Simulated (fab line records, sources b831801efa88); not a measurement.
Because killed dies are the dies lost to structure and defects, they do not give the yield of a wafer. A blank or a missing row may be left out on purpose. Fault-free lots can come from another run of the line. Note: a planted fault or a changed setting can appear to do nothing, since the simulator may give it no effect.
Split-lot experiment    flow sky130    5 lots, 23 wafers read, on a route of 708 steps

## THE SPLIT
At SKY_LDD_P_DEVELOP_06 (develop time 60 s), the setting dev-temp-c was moved away from the recipe's 23 C on 6 of the 23 wafers read, by -12.1% to -5.6%. This setting was run at the recipe's value on the other wafers.

No step appears in the file between the split and the reading.

## THE READING
At SKY_LDD_P_CD_MEAS_07: cd-nm in nanometres, against a target cd of 380 nm. On this fab line, fault-free wafers typically give 381 nm with a standard deviation of 3.6 nm.

wafer   tool, chamber at the split  dev-temp-c as run, C  against the recipe  cd-nm, nm  against lot-mates on the recipe
L074.2  litho-track-02, 0           23                    recipe              378        -
L074.4  litho-track-02, 0           23                    recipe              376        -
L074.5  litho-track-02, 0           23                    recipe              377        -
L076.1  litho-track-01, 0           23                    recipe              390        -
L076.2  litho-track-01, 0           20.26                 -11.9%              397        +6
L076.4  litho-track-01, 0           23                    recipe              390        -
L076.5  litho-track-01, 0           23                    recipe              392        -
L076.6  litho-track-01, 0           20.26                 -11.9%              399        +8
L081.1  litho-track-01, 0           23                    recipe              381        -
L081.2  litho-track-01, 0           23                    recipe              381        -
L081.3  litho-track-01, 0           23                    recipe              381        -
L081.5  litho-track-01, 0           23                    recipe              382        -
L081.6  litho-track-01, 0           23                    recipe              382        -
L083.1  litho-track-01, 0           23                    recipe              383        -
L083.2  litho-track-01, 0           21.71                 -5.6%               386        +5
L083.3  litho-track-01, 0           23                    recipe              380        -
L083.4  litho-track-01, 0           23                    recipe              381        -
L083.6  litho-track-01, 0           21.71                 -5.6%               385        +4
L085.1  litho-track-01, 0           23                    recipe              379        -
L085.2  litho-track-01, 0           23                    recipe              379        -
L085.4  litho-track-01, 0           23                    recipe              379        -
L085.5  litho-track-01, 0           20.22                 -12.1%              387        +8
L085.6  litho-track-01, 0           20.22                 -12.1%              386        +7

FIT RESULTS
A straight line over all 23 wafers: cd-nm changes by -0.85 nm for each +1% of dev-temp-c; r = -0.65; the points scatter about the line by 4.8 nm.
The same after taking each lot's own level away (the mean of its wafers on the recipe; 23 wafers): -0.627 nm for each +1%; r = -0.96; scatter 0.83 nm.
That fit puts the effect of the largest move of dev-temp-c on the reading at 7.6 nm.
From 377.0 to 390.7 nm: that is the span of the lots' own levels, equal to 3.8 times the standard deviation above.
So the lot-to-lot level blurs the effect unless lot-mates are compared.
Check: with one of the wafers moved furthest among these (-12.1%) left out of the fit, the line predicts +7.5 nm for it against its lot-mates. Against them it came out at +8 nm.

## THESE WAFERS: OTHER SPLITS
Before the reading, these wafers also passed through other splits. Each is held against what the fit with the lots' levels taken away leaves over:
other split on the same wafers           wafers away from the commonest value  r with cd-nm (lot level and that fit taken away)
SKY_VT_ADJUST_HVTR_IMPLANT_09 dose-cm2   10                                    +0.00
SKY_VT_ADJUST_PCH_IMPLANT_08 energy-kev  4                                     +0.17
SKY_SONOS_ONO_DEVELOP_12 develop-time-s  6                                     -0.04
SKY_POLY_GATE_CVD_00 pressure-mtorr      18                                    +0.14
SKY_POLY_GATE_IMPLANT_02 energy-kev      5                                     -0.14
SKY_LDD_N_COAT_02 spin-rpm               7                                     +0.12
SKY_LDD_N_IMPLANT_11 dose-cm2            6                                     -0.04

## THE FILE'S OWN FIT
cd-nm changes by -0.66 nm for each +1% of dev-temp-c, r = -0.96.
